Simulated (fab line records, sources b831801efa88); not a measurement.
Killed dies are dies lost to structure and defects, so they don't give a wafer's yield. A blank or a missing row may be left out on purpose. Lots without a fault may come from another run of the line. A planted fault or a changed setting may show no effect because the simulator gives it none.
Problem report in the 8D (eight disciplines) form, filled by code | flow sky130 | the parts of the form that need people (team, actions taken, sign-off) are left out

1. THE PROBLEM
LDD_P_TW at SKY_LDD_P_TW_MEAS_11 reads a mean of 576.6 on 9 wafers of 3 lots; wafers without a fault read 637.9 with a standard deviation of 2.9. That is -21 standard deviations from the usual mean.
First seen on wafer L867.2, day 21 13:08, on film_metro-01. The record holds 45 wafers of 15 lots with a number at this step. Rule for "out", or "out of limits": more than 4 standard deviations from the usual mean. The other wafers with a number count as sound.

2. WHAT IT IS AND WHAT IT IS NOT
question                    | is                                          | is not
which readings at this step | LDD_P_TW                                    | -
which lots                  | L867, L868, L869                            | L863, L866, L876, L877, L878, L879, L880, L881, L882, L883, L884, L885
which wafers of those lots  | all that have a number                      | -
read on which gauges        | film_metro-01, film_metro-02, film_metro-04 | -
when                        | from day 21 13:08                           | up to then (6 sound wafers); but 30 sound wafers of L876, L877, L878, L879, L880, L881, L882, L883, L884, L885 came after

3. SUSPECTS, AND WHAT RULES EACH OUT
Counting: a tool at a process step up to the reading stays a suspect if it ran every lot that is out and no sound lot after the first of them.
- the gauge at SKY_LDD_P_TW_MEAS_11: ruled out. The wafers that are out were read on 3 gauges (film_metro-01, film_metro-02, film_metro-04).
- implanter-03 at SKY_LDD_P_IMPLANT_09: ruled out as a lasting fault. Sound lots L878, L879, L881, L884, L885 ran on it after its first lot that is out, L867 (day 21 12:54).
Left after counting: nothing in the record.

4. THE CAUSE (what the simulator had put in)
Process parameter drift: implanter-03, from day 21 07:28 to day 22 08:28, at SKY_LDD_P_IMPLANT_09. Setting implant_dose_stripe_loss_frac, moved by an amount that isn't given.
Counting ruled it out, wrongly: the rule takes a fault to strike every lot that its tool runs from its start on, and this one did not.

5. THE CHAIN OF EFFECTS, in route order
Each row: a reading whose mean over the struck wafers that have a number lies more than 3 standard deviations from the usual. Only readings for which the record gives a usual standard deviation are gone through. hours: the time from each lot's start at the first step in this table that gives one to its start at this step, as a median over the lots. sigmas: the change in usual standard deviations.
hours | step                 | reading  | usual | on struck wafers | change | sigmas
0     | SKY_LDD_P_TW_MEAS_11 | LDD_P_TW | 637.9 | 576.6            | -61.3  | -21

6. WHAT WOULD HAVE CAUGHT IT SOONER
In this record the first reading out of limits at a measuring or inspecting step was taken at day 21 13:08, 6 hours after the fault began at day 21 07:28.
